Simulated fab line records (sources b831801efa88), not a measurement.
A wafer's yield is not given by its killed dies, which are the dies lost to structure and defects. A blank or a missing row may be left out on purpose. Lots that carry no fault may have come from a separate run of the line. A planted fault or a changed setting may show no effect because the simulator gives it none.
What tool caused it?	flow sky130	36 wafers from 12 lots sampled at 4 of the route's 708 steps

== WHAT EACH GAUGE READ, for each wafer ==
SKY_NWELL_TW_MEAS_26. Usual: NWELL_2_TW gives 499.6 (standard deviation 2.8).
lot	measured	on	NWELL_2_TW	flag
L140	day 5 21:11	film_metro-04	495.2 495.4 496.3	
L144	day 6 13:57	film_metro-01	498.4 494.5 497.1	
L145	day 6 23:19	film_metro-02	502.1 501.3 502.2	
L146	day 7 02:32	film_metro-02	500.3 501.3 501.8	
L147	day 7 08:41	film_metro-02	501.9 501.5 505.1	
L148	day 7 16:59	film_metro-04	500.5 499.9 500.7	
L149	day 7 17:48	film_metro-01	517.5 515.5 515.5	OFF
L151	day 8 05:06	film_metro-04	514.3 515.4 517.7	OFF
L159	day 10 05:42	film_metro-02	503.5 503.4 501.5	
L161	day 11 02:35	film_metro-02	504.0 502.4 502.1	
L162	day 11 04:48	film_metro-04	497.5 496.1 499.9	
L163	day 11 09:13	film_metro-02	503.6 500.5 500.3	

SKY_GATE_OXIDE_OVL_MEAS_10. Usual: GATE_OXIDE_OVL gives -0.4 nm (standard deviation 1.6).
lot	measured	on	GATE_OXIDE_OVL (nm)	flag
L140	day 14 21:09	overlay-02	-0.3 -0.8 1.6	
L144	day 15 19:57	overlay-01	-0.4 -1.8 0.9	
L145	day 16 05:34	overlay-02	-1.1 -0.7 -2.2	
L146	day 16 12:24	overlay-01	-1.5 -1.4 -2.4	
L147	day 16 23:03	overlay-01	-1.2 -2.7 -1.4	
L148	day 17 03:36	overlay-02	-1.2 -1.5 -3.3	
L149	day 17 07:58	overlay-02	1.0 -1.3 0.4	
L151	day 18 00:25	overlay-01	2.3 0.9 1.0	
L159	day 20 22:54	overlay-01	0.5 -0.3 0.5	
L161	day 22 00:39	overlay-01	-2.4 -0.9 -0.5	
L162	day 22 03:58	overlay-02	-4.8 -3.8 -4.1	
L163	day 22 08:39	overlay-02	0.7 1.5 1.5	

SKY_LDD_HVN_OVL_MEAS_07. Usual: LDD_HVN_OVL gives -1.1 nm (standard deviation 1.3).
lot	measured	on	LDD_HVN_OVL (nm)	flag
L140	day 21 13:42	overlay-01	0.2 0.0 -1.4	
L144	day 22 15:39	overlay-01	-2.0 -0.6 -2.8	
L145	day 23 03:40	overlay-01	-2.2 -1.4 -2.6	
L146	day 23 10:12	overlay-01	-2.0 -1.6 -1.0	
L147	day 23 17:54	overlay-02	1.9 1.5 2.4	
L148	day 23 22:57	overlay-02	0.0 0.2 -1.1	
L149	day 24 03:40	overlay-01	-0.8 -0.2 -0.8	
L151	day 24 20:16	overlay-01	-0.1 -0.4 -0.4	
L159	day 27 14:30	overlay-02	0.3 0.2 -0.5	
L161	day 28 16:18	overlay-01	-0.7 -2.4 -2.4	
L162	day 28 17:55	overlay-01	-2.0 -1.9 -1.6	
L163	day 28 22:07	overlay-01	-2.8 -1.4 -1.2	

== WHICH TOOL RAN EACH LOT (tool, then ch and the chambers of the sampled wafers, then the start) ==
lot	SKY_NWELL_IMPLANT_24
L140	implanter-03 ch 0, day 5 20:56
L144	implanter-04 ch 0, day 6 13:43
L145	implanter-01 ch 0, day 6 23:05
L146	implanter-03 ch 0, day 7 02:17
L147	implanter-04 ch 0, day 7 08:26
L148	implanter-04 ch 0, day 7 16:44
L149	implanter-04 ch 0, day 7 17:34
L151	implanter-04 ch 0, day 8 04:53
L159	implanter-03 ch 0, day 10 05:28
L161	implanter-03 ch 0, day 11 02:20
L162	implanter-01 ch 0, day 11 04:34
L163	implanter-01 ch 0, day 11 09:01
- SKY_NWELL_IMPLANT_24

== AS READ BY THE TOOLS THEMSELVES (means over the sampled wafers that have a number; for cases with no such wafer, the mark the record gives instead) ==
SKY_NWELL_IMPLANT_24. Usual: beam_on_s 10.00 s, standard deviation 0.21; dose_ions_cm2 9.198e+12, standard deviation 1.2e+10; faraday_current_uA 51.9, standard deviation 1.1.
lot	tool	beam_on_s (s)	dose_ions_cm2	faraday_current_uA	flag
L140	implanter-03	9.91	9.200e+12	52.2	
L144	implanter-04	10.06	9.178e+12	51.4	
L145	implanter-01	10.05	9.200e+12	51.8	
L146	implanter-03	9.92	9.195e+12	52.2	
L147	implanter-04	9.89	9.204e+12	52.5	
L148	implanter-04	10.04	9.182e+12	51.8	
L149	implanter-04	10.13	1.041e+13	58.2	OFF
L151	implanter-04	10.08	1.043e+13	58.4	OFF
L159	implanter-03	9.92	9.203e+12	52.2	
L161	implanter-03	10.08	9.193e+12	51.5	
L162	implanter-01	10.12	9.213e+12	51.3	
L163	implanter-01	10.13	9.200e+12	51.3	

== THE ANSWER, worked out from the rows above alone ==
Rule: a lot is off if the mean of its wafers that have a number lies more than 3 standard deviations from the usual mean. A lot without any number at a reading at which 4 lots or more have one is off too. All remaining lots with rows at the step are treated as sound. First the gauges in route order, then the tools' own readings, where a lot's mean is used as printed above. The first step at which some lot is off is used, and at that step the reading that is off furthest; a lot without a number counts as furthest.
Off: at SKY_NWELL_TW_MEAS_26 (NWELL_2_TW), L149, L151.
If a tool, at a process step before that reading, ran all the lots that are off and no sound lot after the first of them, it fits. The gauges at SKY_NWELL_TW_MEAS_26 aren't tried: what is off there is off at SKY_NWELL_IMPLANT_24 too, on other tools, and a gauge's error can't cause that. One fits: SKY_NWELL_IMPLANT_24 on implanter-04. A fault onset in the window from L148 (day 7 16:44, its last sound lot) to L149 (day 7 17:34, its first lot off) fits.
The tool's own readings at SKY_NWELL_IMPLANT_24 bear it out: on the lots that are off they differ by more than 5 times the standard deviation of the sound lots' means. dose_ions_cm2 reads 1.042e+13 there against 9.197e+12 on the sound lots; faraday_current_uA reads 58.3 there against 51.8 on the sound lots.

== WHAT THE SIMULATOR HAD PUT IN ==
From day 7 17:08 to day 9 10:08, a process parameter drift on implanter-04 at SKY_NWELL_IMPLANT_24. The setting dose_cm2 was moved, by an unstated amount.
Lots struck among those shown: L149, L151. The rule above found the same.
